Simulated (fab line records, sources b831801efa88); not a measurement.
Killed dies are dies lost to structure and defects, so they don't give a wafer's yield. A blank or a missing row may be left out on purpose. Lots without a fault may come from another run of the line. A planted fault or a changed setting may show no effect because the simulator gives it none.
One fault seen from 2 desks | flow gf180mcu | each desk has only its own numbers; what lay behind them comes last

THE METROLOGY DESK
What the gauges read, lot by lot, whatever tool the lot ran on: means of the sampled wafers that have a number. A lot is out of limits, marked OUT, if its mean lies more than 4 standard deviations from the usual mean; the brackets give that distance.
Columns: A = LVPWELL_RS at GF_VT_IMPLANT_RS_MEAS_48, usual 1201.5 ohm/sq; B = SALICIDE_TIN_THK at GF_SALICIDE_THK_MEAS_05, usual 20.4 nm
lot  | first seen here | A      | B
L120 | day 7 09:36     | 1199.3 | 20.5
L121 | day 8 00:08     | 1202.1 | 20.6
L124 | day 8 20:59     | 1201.6 | 20.3
L125 | day 8 21:06     | 1205.9 | 20.2
L126 | day 9 12:26     | 1198.4 | 20.9
L130 | day 10 06:59    | 1200.5 | 20.4
L132 | day 10 21:54    | 1205.3 | 20.6
L133 | day 11 04:53    | 1199.4 | 20.6
L137 | day 12 11:46    | 1205.3 | 20.8
L138 | day 12 13:31    | 1200.6 | 20.0
L139 | day 12 21:19    | 1203.4 | 20.2
L140 | day 13 12:09    | 1204.1 | 20.6
L142 | day 13 21:50    | 1202.8 | 19.8
L143 | day 14 03:46    | 1199.4 | 19.8
This desk's finding: nothing out of limits on any of the 14 lots.

THE TOOL OWNER'S DESK: implanter-03
The tool's own readings at GF_HV_LDD_IMPLANT_33: means of the sampled wafers that have a number, for each lot that ran on this tool. A lot is out of limits, marked OUT, if its mean lies more than 4 standard deviations from the usual mean; the brackets give that distance.
Columns: A = dose_ions_cm2 at GF_HV_LDD_IMPLANT_33, usual 7.502e+12; B = faraday_current_uA at GF_HV_LDD_IMPLANT_33, usual 42.4; C = tilt_deg at GF_HV_LDD_IMPLANT_33, usual 30.000 degrees
lot  | first seen here | A                   | B               | C
L120 | day 11 12:10    | 7.507e+12           | 41.4            | 30.009
L121 | day 12 05:02    | 7.502e+12           | 42.3            | 29.991
L130 | day 14 18:55    | 7.500e+12           | 42.0            | 30.008
L132 | day 15 09:34    | 8.108e+12 (+75) OUT | 45.6            | 30.003
L133 | day 15 20:53    | 8.097e+12 (+73) OUT | 46.0 (+4.0) OUT | 30.024
This desk's finding: out of limits on L132, L133; first on L132, day 15 09:34 (dose_ions_cm2 at GF_HV_LDD_IMPLANT_33). In limits: L120, L121, L130.

PUT TOGETHER
The tool owner's desk could have raised an alarm at day 15 09:34, on L132, L133.
The metrology desk saw nothing out of limits.
The metrology desk has L132, L133 on record, within its limits.
Of the lots named, all ran GF_HV_LDD_IMPLANT_33 on implanter-03.

WHAT THE SIMULATOR HAD PUT IN
Process parameter drift: implanter-03, from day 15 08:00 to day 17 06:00, at GF_HV_LDD_IMPLANT_33. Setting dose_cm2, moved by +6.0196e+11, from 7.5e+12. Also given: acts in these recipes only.
Lots struck among those shown: L132, L133.
Hours from the fault's start to each desk's first reading out of limits: the tool owner's desk, 2.
